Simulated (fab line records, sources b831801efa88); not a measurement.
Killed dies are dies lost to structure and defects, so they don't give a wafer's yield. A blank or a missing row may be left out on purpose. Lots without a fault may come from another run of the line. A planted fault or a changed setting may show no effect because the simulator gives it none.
fab line records | flow gf180mcu
record lots=7 wafers=21 last_day=34
route steps=602 shown HV_LDD@216
lots that met no fault: from a run of the same line without faults
start_h: hours from the record's first day to the start of the lot's first wafer shown | wait_h: hours since the lot's step before | " the same as in the row above | L1.1+2: a row that stands for several wafers | - no value, or no start given | * or withheld: withheld | < > ~ a bound
route shown NAME@n: a module of which the file shows steps, and the number in the route of the first | usual: mean/standard deviation of fault-free wafers | same: alike in all rows | chamber/n: place in a boat | sites: the reading at each site | _std_site: their standard deviation | _edge_site: outer sites' mean less inner sites' | radius_mm: how far each site lies from the wafer's centre | mask NAME#n: copy n | behind: the tool/chamber that last shaped the wafer | hold: why the lot was held/for how many hours/how that ended | device: the transistor (n, p or np) that didn't switch | end of line: the same wafers' tests at the end of the route | a step without rows: its recipe alone | killed: dies lost to structure and defects at the first sort, not the wafer's yield | map: a wafer's dies, x killed, . not, _ none there
set.NAME: the setting as run; set.NAME@STEP: as run at that earlier step | model.NAME: the simulator's own value behind a step, which no gauge read
lots at some steps of the route; a table a step, a row a wafer
services: from which hour (start_h, from the record's first day; less than 0 if before it) a tool's chamber was out of use, for how many hours, and why
## steps
# step GF_HV_LDD_HMDS_40
# recipe prime_time_s=60 prime_temp_c=120
# step GF_HV_LDD_COAT_41
# recipe resist=NOVOLAK spin_rpm=3000 resist_thk_nm=1000
# step GF_HV_LDD_SOFTBAKE_42
# recipe temp_c=90 time_s=60 resist=NOVOLAK
# step GF_HV_LDD_EXPOSE_43
# recipe mask_id=Pplus_HV_AREA target_cd_nm=400 na=0.6 source_shape=conventional sigma_outer=0.6 dose_mj=140
# step GF_HV_LDD_PEB_44
# recipe temp_c=withheld time_s=* resist=NOVOLAK
# step GF_HV_LDD_DEVELOP_45
# recipe develop_time_s=60 dev_temp_c=23.49
# step GF_HV_LDD_CD_MEAS_46
# recipe target_cd_nm=400
# usual cd_nm=398.9/2.5
# columns lot.wafer tool chamber start_h wait_h cd_nm
L162.3 cd_sem-02 - 267.41 0.1 400.6
L162.4 " - " " 398.9
L162.5 " - " " 397.1
L163.1 cd_sem-01 - 277.28 0.1 401.6
L163.2 " - " " 399.5
L163.4 " - " " 398.4
L175.2 cd_sem-01 - 383.88 0.1 401.2
L175.5 " - " " 402.4
L175.6 " - " " 398.6
L176.4 cd_sem-01 - 391.10 0.1 400.4
L176.5 " - " " 400.3
L176.6 " - " " 402.5
L177.1 cd_sem-01 - 404.41 0.1 396.2
L177.4 " - " " 396.5
L177.6 " - " " 394.6
L178.1 cd_sem-02 - 407.16 0.1 399.9
L178.4 " - " " 397.2
L178.6 " - " " 397.3
L182.2 cd_sem-01 - 441.03 0.1 396.3
L182.3 " - " " 398.1
L182.6 " - " " 398.8
# step GF_HV_LDD_OVL_MEAS_47
# usual HV_LDD_03_OVL=-0.7/1.4
# columns lot.wafer tool chamber start_h wait_h HV_LDD_03_OVL[nm]
L162.3 overlay-02 - 267.50 0.1 -1.2
L162.4 " - " " -1.8
L162.5 " - " " -0.9
L163.1 overlay-02 - 277.40 0.1 0.5
L163.2 " - " " -0.5
L163.4 " - " " 0.0
L175.2 overlay-01 - 384.00 0.1 -1.8
L175.5 " - " " -4.6
L175.6 " - " " -1.6
L176.4 overlay-02 - 391.17 0.1 -1.1
L176.5 " - " " -0.9
L176.6 " - " " -1.1
L177.1 overlay-01 - 404.53 0.1 -1.0
L177.4 " - " " -2.0
L177.6 " - " " -2.0
L178.1 overlay-01 - 407.28 0.1 -0.1
L178.4 " - " " -1.0
L178.6 " - " " -1.2
L182.2 overlay-01 - 441.14 0.1 2.8
L182.3 " - " " 1.0
L182.6 " - " " 2.0
# step GF_HV_LDD_IMPLANT_48
# recipe species=B energy_kev=25 dose_cm2=3e+13 tilt_deg=7
# step GF_HV_LDD_STRIP_49
# recipe chemistry=O2/N2 power_w=1400 pressure_mtorr=1500 platen_temp_c=250 o2_flow_sccm=3000 n2_flow_sccm=300 overash_fraction=0.5
# usual drypump_motor_current_A=5.5/0.33 heater_power_w=350/47 n2_flow_sccm=300.0/0.87 o2_flow_sccm=3000/9.4 oes_product_au=0.716/0.0047 strip_time_to_endpoint_s=12.64/0.034
# same overash_fraction=0.5
# columns lot.wafer tool chamber start_h wait_h drypump_motor_current_A heater_power_w n2_flow_sccm o2_flow_sccm oes_product_au rf_hours_counter_h strip_time_to_endpoint_s
L162.3 plasma_asher-02 1 267.71 0.1 5.6 423 300.8 2998 0.722 - 12.65
L162.4 " 0 " " 5.5 383 299.6 2989 0.715 - 12.67
L162.5 " 0 " " 5.5 402 299.2 2991 0.726 - 12.66
L163.1 plasma_asher-01 0 277.59 0.1 5.9 332 301.2 2997 0.720 66 12.68
L163.2 " 1 " " 5.6 303 301.6 2994 0.717 66 12.61
L163.4 " 1 " " 5.6 298 300.3 2990 0.713 - 12.64
L175.2 plasma_asher-01 1 384.18 0.1 5.6 307 300.7 2993 0.716 78 12.66
L175.5 " 0 " " 5.9 329 299.1 3003 0.714 - 12.66
L175.6 " 1 " " 5.6 311 300.8 3004 0.716 - 12.67
L176.4 plasma_asher-01 0 391.37 0.1 5.9 334 301.3 3020 0.718 - 12.59
L176.5 " 1 " " 5.6 304 301.4 2999 0.711 - 12.58
L176.6 " 0 " " 5.9 338 299.3 3016 0.721 - 12.58
L177.1 plasma_asher-02 1 404.72 0.1 5.6 436 300.4 2990 0.713 21 12.66
L177.4 " 0 " " 5.4 397 299.7 2994 0.716 - 12.68
L177.6 " 0 " " 5.5 406 300.4 2999 0.722 - 12.68
L178.1 plasma_asher-04 1 407.47 0.1 5.0 302 299.6 3007 0.711 84 12.63
L178.4 " 1 " " 5.0 302 299.6 2990 0.725 - 12.68
L178.6 " 1 " " 4.9 307 300.5 2987 0.723 - 12.64
L182.2 plasma_asher-04 1 441.32 0.1 4.9 312 298.8 2990 0.715 88 12.64
L182.3 " 0 " " 5.9 314 299.6 2996 0.721 - 12.68
L182.6 " 0 " " 5.9 318 298.2 2996 0.710 - 12.67
# step GF_HV_LDD_TW_MEAS_50
# usual HV_LDD_4_TW=572/7.4
# columns lot.wafer tool chamber start_h wait_h HV_LDD_4_TW
L162.3 film_metro-03 - 267.79 0.1 578
L162.4 " - " " 578
L162.5 " - " " 576
L163.1 film_metro-03 - 277.69 0.1 577
L163.2 " - " " 577
L163.4 " - " " 572
L175.2 film_metro-01 - 384.29 0.1 564
L175.5 " - " " 565
L175.6 " - " " 564
L176.4 film_metro-04 - 391.47 0.1 564
L176.5 " - " " 567
L176.6 " - " " 566
L177.1 film_metro-01 - 404.82 0.1 560
L177.4 " - " " 562
L177.6 " - " " 562
L178.1 film_metro-03 - 407.57 0.1 580
L178.4 " - " " 578
L178.6 " - " " 581
L182.2 film_metro-03 - 441.43 0.1 575
L182.3 " - " " 576
L182.6 " - " " 577
# step GF_HV_LDD_CLEAN_51
# recipe chemistry=SC1/SC2 mix=1:4:20 temp_c=70 time_s=150 dry=n2_spin
# step GF_HV_LDD_RTA_52
# recipe temp_c=1000 time_s=10 ambient=N2
# usual anneal_temp_c_max=1003.8/0.65 chamber_o2_ppm=1.999/0.023 lamp_power_pct=31.7/1.7 wafer_temp_C_max=1004.9/1.9
# columns lot.wafer tool chamber start_h wait_h anneal_temp_c_max chamber_o2_ppm lamp_power_pct wafer_temp_C_max
L162.3 rtp_anneal-02 0 267.91 0.0 1004.3 1.998 29.5 1002.3
L162.4 " 0 " " 1004.1 2.015 29.5 1001.6
L162.5 " 0 " " 1004.0 1.985 29.5 1002.9
L163.1 rtp_anneal-01 0 277.80 0.0 1004.4 1.992 33.0 1006.6
L163.2 " 0 " " 1002.9 1.995 33.0 1005.0
L163.4 " 0 " " 1004.6 2.018 33.0 1007.5
L175.2 rtp_anneal-02 - 384.40 0.0 - - - -
L175.5 " - " " - - - -
L175.6 " - " " - - - -
L176.4 rtp_anneal-02 - 391.58 0.0 - - - -
L176.5 " - " " - - - -
L176.6 " - " " - - - -
L177.1 rtp_anneal-02 - 404.93 0.0 - - - -
L177.4 " - " " - - - -
L177.6 " - " " - - - -
L178.1 rtp_anneal-02 0 407.68 0.0 1003.8 2.014 29.5 1002.5
L178.4 " 0 " " 1002.6 2.005 29.5 1002.9
L178.6 " 0 " " 1003.7 2.038 29.5 1003.0
L182.2 rtp_anneal-01 0 441.59 0.0 1005.9 2.016 33.1 1005.6
L182.3 " 0 " " 1004.3 2.035 33.1 1007.1
L182.6 " 0 " " 1003.4 2.028 33.0 1006.6
# step GF_HV_LDD_RS_MEAS_53
# recipe thk_meas_gauge=four-point-probe
# usual HV_LDD_RS=418.7/0.93
# columns lot.wafer tool chamber start_h wait_h HV_LDD_RS[ohm/sq]
L162.3 film_metro-04 - 267.99 0.1 420.0
L162.4 " - " " 419.7
L162.5 " - " " 418.7
L163.1 film_metro-04 - 277.87 0.1 419.6
L163.2 " - " " 420.5
L163.4 " - " " 421.2
L175.2 film_metro-03 - 384.48 0.1 -
L175.5 " - " " -
L175.6 " - " " -
L176.4 film_metro-04 - 391.68 0.1 -
L176.5 " - " " -
L176.6 " - " " -
L177.1 film_metro-03 - 405.00 0.1 -
L177.4 " - " " -
L177.6 " - " " -
L178.1 film_metro-04 - 407.75 0.1 419.0
L178.4 " - " " 418.9
L178.6 " - " " 418.4
L182.2 film_metro-01 - 441.67 0.1 417.7
L182.3 " - " " 418.1
L182.6 " - " " 418.9
# step GF_HV_LDD_CVD_54
# recipe material=SiO2 target_thk_nm=10 precursor=TEOS temp_c=680 time_s=75 pressure_mtorr=400
## services
# columns tool chamber start_h hours kind
plasma_asher-02 - 252.16 4.3 repair
plasma_asher-02 - 304.19 2.8 pm
plasma_asher-02 - 336.53 13.3 repair
plasma_asher-02 - 355.69 5.4 repair
plasma_asher-02 - 367.57 4.6 repair
plasma_asher-01 - 392.91 0.5 repair
plasma_asher-01 - 421.25 9.0 pm
plasma_asher-01 0 421.25 9.0 vent_cycle
plasma_asher-01 1 421.25 9.0 vent_cycle
plasma_asher-01 0 430.25 - clean
plasma_asher-01 1 430.25 - clean
## key
first_sign step=GF_HV_LDD_RTA_52 reading=tool_record direction=missing
effect step=GF_HV_LDD_RS_MEAS_53 reading=HV_LDD_RS direction=missing
met_at GF_HV_LDD_RTA_52
struck_wafers L175.2,L175.5,L175.6,L176.4,L176.5,L176.6,L177.1,L177.4,L177.6
later_rows_left_out L175.2,L175.5,L175.6,L176.4,L176.5,L176.6,L177.1,L177.4,L177.6
sort_left_out L175.2,L175.5,L175.6,L176.4,L176.5,L176.6,L177.1,L177.4,L177.6
tester_left_out L175,L176,L177
onset_between 267.91 384.40
fault kind=skipped_step_whole tool=rtp_anneal-02 chamber=- onset_h=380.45 steps=GF_HV_LDD_RTA_52 scope=struck_lots_only
# tester_left_out: of these lots the tester's yield and bins aren't shown, on N5 and GAA mostly nor the transistor test; their killed dies are dies lost to structure and defects alone, not to doping, threshold or leakage, so they don't give the yield
# sort_left_out: the simulated sort isn't trusted on such a fault, so these wafers' sort isn't shown, and their yield isn't known
# later_rows_left_out: the simulator's readings of these wafers behind a module that went badly wrong aren't trusted and aren't shown, but for the sort
